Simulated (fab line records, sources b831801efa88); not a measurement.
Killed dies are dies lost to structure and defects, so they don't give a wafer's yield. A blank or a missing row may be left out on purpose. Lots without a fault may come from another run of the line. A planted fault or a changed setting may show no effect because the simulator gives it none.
Which tool did it? | flow sky130 | 7 lots, 19 wafers sampled, at 2 steps of a route of 708

WHAT THE GAUGES READ, wafer by wafer
SKY_CONTACT_THK_MEAS_01.
lot  | measured     | on            | CONTACT_CVD_00_THK (nm)
L707 | day 31 00:00 | film_metro-03 | 72.0 75.7 76.4
L710 | day 32 02:35 | film_metro-03 | 73.9 73.5 74.5
L709 | day 32 04:30 | film_metro-03 | 73.1 74.1 75.4
L711 | day 33 12:38 | film_metro-03 | 74.3 74.7 74.4
L713 | day 34 08:05 | film_metro-01 | 75.2 76.2 75.9
L717 | day 34 15:43 | film_metro-04 | 100.9 75.3
L721 | day 36 01:14 | film_metro-04 | 101.2 75.7

WHICH TOOL RAN EACH LOT (tool, then ch and the chambers of the sampled wafers, then the start)
lot  | SKY_CONTACT_CVD_00
L707 | pecvd-04 ch 0,1,2, day 30 23:57
L710 | pecvd-03 ch 0,1,2, day 32 02:33
L709 | pecvd-02 ch 0,2, day 32 04:27
L711 | pecvd-04 ch 0,1,2, day 33 12:36
L713 | pecvd-02 ch 0,1, day 34 08:02
L717 | pecvd-04 ch 0, day 34 15:41
L721 | pecvd-04 ch 0,1, day 36 01:11
- SKY_CONTACT_CVD_00: deposits Si3N4, target thk 75 nm.

THE ANSWER, worked out from the rows above alone
Rule: what is usual is taken from the lots themselves. Put in order of their means at a reading, lots are off if they are a third of the lots or fewer, leave a main group of 4 or more, and stand apart from it by a gap of 3 or more times the standard deviation of the main group's means; of several such gaps the widest counts. A main group whose means are all the same, to the digits that the tables above print for the reading, isn't used. A lot without any number at a reading at which 4 lots or more have one is off too. The other lots that the step has rows for count as sound.
Off: L717, L721, at SKY_CONTACT_THK_MEAS_01 (CONTACT_CVD_00_THK). The main group: mean 74.6 nm, standard deviation 0.62.
A tool fits if, at a process step before that reading, it ran every lot that is off, and no sound lot after the first of them. The gauges at SKY_CONTACT_THK_MEAS_01 are tried like those tools. Can't be told from this: 2 tools fit, pecvd-04 at SKY_CONTACT_CVD_00, film_metro-04 at SKY_CONTACT_THK_MEAS_01.

WHAT THE SIMULATOR HAD PUT IN
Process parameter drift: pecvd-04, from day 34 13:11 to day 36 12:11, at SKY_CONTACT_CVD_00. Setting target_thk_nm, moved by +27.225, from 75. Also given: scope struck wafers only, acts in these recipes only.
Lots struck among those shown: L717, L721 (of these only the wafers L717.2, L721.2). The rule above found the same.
